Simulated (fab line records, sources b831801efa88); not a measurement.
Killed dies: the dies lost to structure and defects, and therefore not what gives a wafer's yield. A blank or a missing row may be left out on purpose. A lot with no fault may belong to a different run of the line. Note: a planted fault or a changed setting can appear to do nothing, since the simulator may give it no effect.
A struck lot beside a sound one ; flow gf180mcu ; 27 out of 602 route steps
Sound: these wafers, L104.1, L104.4, L104.6. The struck wafers were L102.2, L102.5, L102.6. At the end, the cause is stated.
Per side, at each step with rows, come the tool, then ch with its chambers, and then its first start. Under that, the readings that differ: sound wafers ; struck wafers ; difference of the means ; sigmas: that difference in standard deviations of wafers without a fault.
alike: a reading whose means differ by less than 2 such deviations, as well as words and numbers matching on both sides. not compared: withheld readings; readings where some wafer has no value; bounds like >300 that might hide an equal value; numbers whose values overlap and for which the record gives no deviation.
A row with sigmas, a row that says differs or no value, or rows on one side alone: a step with any of these is where the two part. Numbers that have no deviation but don't overlap get no sigmas and don't part them. Lack of a reading on every wafer of one side parts them only where that side has two or more wafers.

GF_CONTACT_ETCH_17: etches SiO2 in C4F8/O2/Ar, stops on CoSi2, target depth 860 nm.
  sound on rie_diel-04 ch 0,2; struck on rie_diel-04 ch 0,2,3
  alike: oes_product_au
GF_CONTACT_STRIP_18: strips in O2/N2.
  sound on plasma_asher-03 ch 1, day 21 12:06; struck on plasma_asher-02 ch 0,1, day 20 18:22
  alike: drypump_motor_current_A, heater_power_w, oes_product_au
  not compared: rf_hours_counter_h
then, 6 steps without rows for these wafers: GF_CONTACT_CLEAN_19 (cleans in SPM); GF_CONTACT_CLEAN_20 (cleans in DIW); GF_CONTACT_CLEAN_21 (cleans in dHF, time 20 s); GF_CONTACT_SPUTTER_22 (material Ti, target thk 15 nm, time 80.02 s); GF_CONTACT_SPUTTER_23 (material TiN, target thk 10 nm, time 40 s); GF_CONTACT_CVD_24 (deposits W, target thk 300 nm, time 90.339 s).
GF_CONTACT_RS_MEAS_25: measures by four-point-probe.
  struck on film_metro-02, day 20 18:53; sound on film_metro-01, day 21 12:37
  alike: CONTACT_W_RS
GF_CONTACT_THK_MEAS_26: measures by xrf.
  struck on film_metro-02, day 20 19:00; sound on film_metro-01, day 21 12:44
  alike: CONTACT_W_THK
then, 2 steps without rows for these wafers: GF_CONTACT_CMP_27 (polishes, stops on SiO2, t overpolish 15 s, target thk 0 nm); GF_M1_SPUTTER_00 (material Ti, target thk 37.5 nm, time 150 s).
GF_M1_SPUTTER_01: material TiN, target thk 30 nm, time 25 s.
  struck on pvd_sputter-04, day 20 19:37; sound on pvd_sputter-04, day 21 13:11
  no value came back on the struck wafers for cathode_dc_power_W (W), chamber_pressure_pa (Pa), throttle_valve_pct (%); on the sound wafers cathode_dc_power_W (W) reads 6501.2 6501.1 6500.5
GF_M1_SPUTTER_02: material AlCu, target thk 450 nm, time 23.9 s.
  struck on pvd_sputter-04, day 20 19:39; sound on pvd_sputter-04, day 21 13:13
  alike: cathode_dc_power_W, chamber_pressure_pa, throttle_valve_pct
then, 1 step without rows for these wafers: GF_M1_SPUTTER_03 (material Ti, target thk 10 nm, time 6.7 s).
GF_M1_SPUTTER_04: material TiN, target thk 50 nm, time 41.7 s.
  struck on pvd_sputter-04, day 20 19:42; sound on pvd_sputter-04, day 21 13:16
  alike: cathode_dc_power_W, chamber_pressure_pa, throttle_valve_pct
then, 7 steps without rows for these wafers: GF_M1_DEHYDRATE_07 (time 60 s); GF_M1_HMDS_08 (prime time 60 s); GF_M1_COAT_09 (resist thk 1000 nm); GF_M1_SOFTBAKE_10 (time 60 s); GF_M1_EXPOSE_11 (exposes mask Metal1, target cd 230 nm); GF_M1_PEB_12 (peb time 90 s); GF_M1_DEVELOP_13 (develop time 60 s).
GF_M1_CD_MEAS_14: target cd 230 nm.
  struck on cd_sem-01, day 21 20:07; sound on cd_sem-01, day 22 13:11
  alike: cd_nm
GF_M1_OVL_MEAS_15:
  struck on overlay-02, day 21 20:13; sound on overlay-02, day 22 13:19
  alike: M1_OVL
GF_M1_METAL_ETCH_16: etches the open film in Cl2/BCl3, stops on SiO2, target depth 627.5 nm, time 104.6 s.
  sound on rie_metal-04 ch 1, day 22 13:21; struck on rie_metal-01 ch 0,1, day 21 20:15
reading;sound;struck;difference;sigmas
oes_product_au (a.u.);0.971 0.979 0.968;0.942 0.948 0.943;-0.028;-4
throttle_valve_pct (%);28.245 28.246 28.243;28.285 28.274 28.285;+0.037;+3
  alike: drypump_motor_current_A
  not compared: rf_hours_counter_h
GF_M1_STRIP_17: strips in O2/N2.
  sound on plasma_asher-02 ch 0,1, day 22 13:34; struck on plasma_asher-02 ch 0,1, day 21 20:22
  alike: drypump_motor_current_A, heater_power_w, oes_product_au, strip_time_to_endpoint_s
  not compared: rf_hours_counter_h

WHERE THEY PART
At GF_M1_SPUTTER_01 first; at GF_M1_METAL_ETCH_16 last (within this record only). Later steps at which nothing parts them and some readings are alike: GF_M1_STRIP_17.

WHY: the cause the simulator had injected
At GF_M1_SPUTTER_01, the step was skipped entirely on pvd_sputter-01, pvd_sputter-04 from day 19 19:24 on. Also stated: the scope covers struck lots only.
